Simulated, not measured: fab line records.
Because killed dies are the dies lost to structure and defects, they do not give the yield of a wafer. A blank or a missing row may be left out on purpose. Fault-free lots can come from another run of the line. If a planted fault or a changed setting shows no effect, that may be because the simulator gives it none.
Chamber matching || flow sky130 || SKY_CONTACT_CVD_00 on pecvd-01: 3 sister chambers
The step deposits Si3N4, target thk 75 nm. 18 wafers are shown with their chamber, then 9 later ones without.

== WAFERS WITH THEIR CHAMBER ==
{"wafer": "L075.1", "chamber": 2, "susceptor_temp_C (C)": 400.15, "heater_power_w (W)": 681}
{"wafer": "L075.3", "chamber": 0, "susceptor_temp_C (C)": 399.67, "heater_power_w (W)": 637}
{"wafer": "L075.6", "chamber": 1, "susceptor_temp_C (C)": 399.68, "heater_power_w (W)": 713}
{"wafer": "L080.1", "chamber": 0, "susceptor_temp_C (C)": 399.67, "heater_power_w (W)": 695}
{"wafer": "L080.2", "chamber": 1, "susceptor_temp_C (C)": 399.88, "heater_power_w (W)": 609}
{"wafer": "L080.6", "chamber": 1, "susceptor_temp_C (C)": 399.75, "heater_power_w (W)": 625}
{"wafer": "L081.2", "chamber": 2, "susceptor_temp_C (C)": 400.06, "heater_power_w (W)": 664}
{"wafer": "L081.4", "chamber": 2, "susceptor_temp_C (C)": 400.16, "heater_power_w (W)": 658}
{"wafer": "L081.6", "chamber": 0, "susceptor_temp_C (C)": 399.86, "heater_power_w (W)": 697}
{"wafer": "L083.2", "chamber": 2, "susceptor_temp_C (C)": 399.97, "heater_power_w (W)": 625}
{"wafer": "L083.4", "chamber": 1, "susceptor_temp_C (C)": 399.59, "heater_power_w (W)": 683}
{"wafer": "L083.5", "chamber": 0, "susceptor_temp_C (C)": 400.15, "heater_power_w (W)": 586}
{"wafer": "L087.1", "chamber": 0, "susceptor_temp_C (C)": 399.94, "heater_power_w (W)": 691}
{"wafer": "L087.3", "chamber": 2, "susceptor_temp_C (C)": 400.25, "heater_power_w (W)": 632}
{"wafer": "L087.4", "chamber": 2, "susceptor_temp_C (C)": 400.00, "heater_power_w (W)": 647}
{"wafer": "L090.1", "chamber": 0, "susceptor_temp_C (C)": 400.11, "heater_power_w (W)": 712}
{"wafer": "L090.5", "chamber": 0, "susceptor_temp_C (C)": 400.16, "heater_power_w (W)": 707}
{"wafer": "L090.6", "chamber": 1, "susceptor_temp_C (C)": 399.77, "heater_power_w (W)": 647}

SIGNATURES (averages over the wafers above)
{"reading": "susceptor_temp_C", "chamber 0": 399.9371, "chamber 1": 399.7340, "chamber 2": 400.0983, "scatter within a chamber": 0.159}
{"reading": "heater_power_w", "chamber 0": 675.00, "chamber 1": 655.40, "chamber 2": 651.17, "scatter within a chamber": 38.6}
Rule: for a wafer and a chamber, the distance is found by dividing, reading by reading, the gap between the wafer's reading and the chamber's mean by the reading's scatter, squaring, summing and taking the root. If the next closest chamber is less than 2 further off than the closest, the wafer can't be placed; otherwise it belongs to the closest. The scatter: the root of (the sum of the squares of (reading less its chamber's mean) over the shown wafers, divided by (wafers less chambers)).

== WAFERS WITH NO CHAMBER GIVEN ==
{"wafer": "L094.2", "susceptor_temp_C (C)": 399.82, "heater_power_w (W)": 676}
{"wafer": "L094.3", "susceptor_temp_C (C)": 400.28, "heater_power_w (W)": 704}
{"wafer": "L094.4", "susceptor_temp_C (C)": 399.57, "heater_power_w (W)": 645}
{"wafer": "L092.2", "susceptor_temp_C (C)": 399.73, "heater_power_w (W)": 674}
{"wafer": "L092.4", "susceptor_temp_C (C)": 399.99, "heater_power_w (W)": 706}
{"wafer": "L092.6", "susceptor_temp_C (C)": 399.80, "heater_power_w (W)": 616}
{"wafer": "L097.2", "susceptor_temp_C (C)": 399.88, "heater_power_w (W)": 672}
{"wafer": "L097.3", "susceptor_temp_C (C)": 399.84, "heater_power_w (W)": 604}
{"wafer": "L097.5", "susceptor_temp_C (C)": 399.63, "heater_power_w (W)": 618}

== WHICH CHAMBER EACH WENT THROUGH ==
{"wafer": "L094.2", "from the rows above": "can't be placed: 0 or 1 or 2", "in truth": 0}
{"wafer": "L094.3", "from the rows above": "can't be placed: 2 or 0 or 1", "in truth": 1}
{"wafer": "L094.4", "from the rows above": "can't be placed: 1 or 0", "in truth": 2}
{"wafer": "L092.2", "from the rows above": "can't be placed: 1 or 0 or 2", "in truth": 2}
{"wafer": "L092.4", "from the rows above": "can't be placed: 0 or 2 or 1", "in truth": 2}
{"wafer": "L092.6", "from the rows above": "can't be placed: 1 or 0 or 2", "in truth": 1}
{"wafer": "L097.2", "from the rows above": "can't be placed: 0 or 1 or 2", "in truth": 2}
{"wafer": "L097.3", "from the rows above": "can't be placed: 1 or 0 or 2", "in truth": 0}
{"wafer": "L097.5", "from the rows above": "can't be placed: 1 or 0 or 2", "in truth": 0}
Correct placement for 0 of the 9. Not placeable from these rows: 9 (in 8, the candidates include the true chamber). 0 placed wrongly.
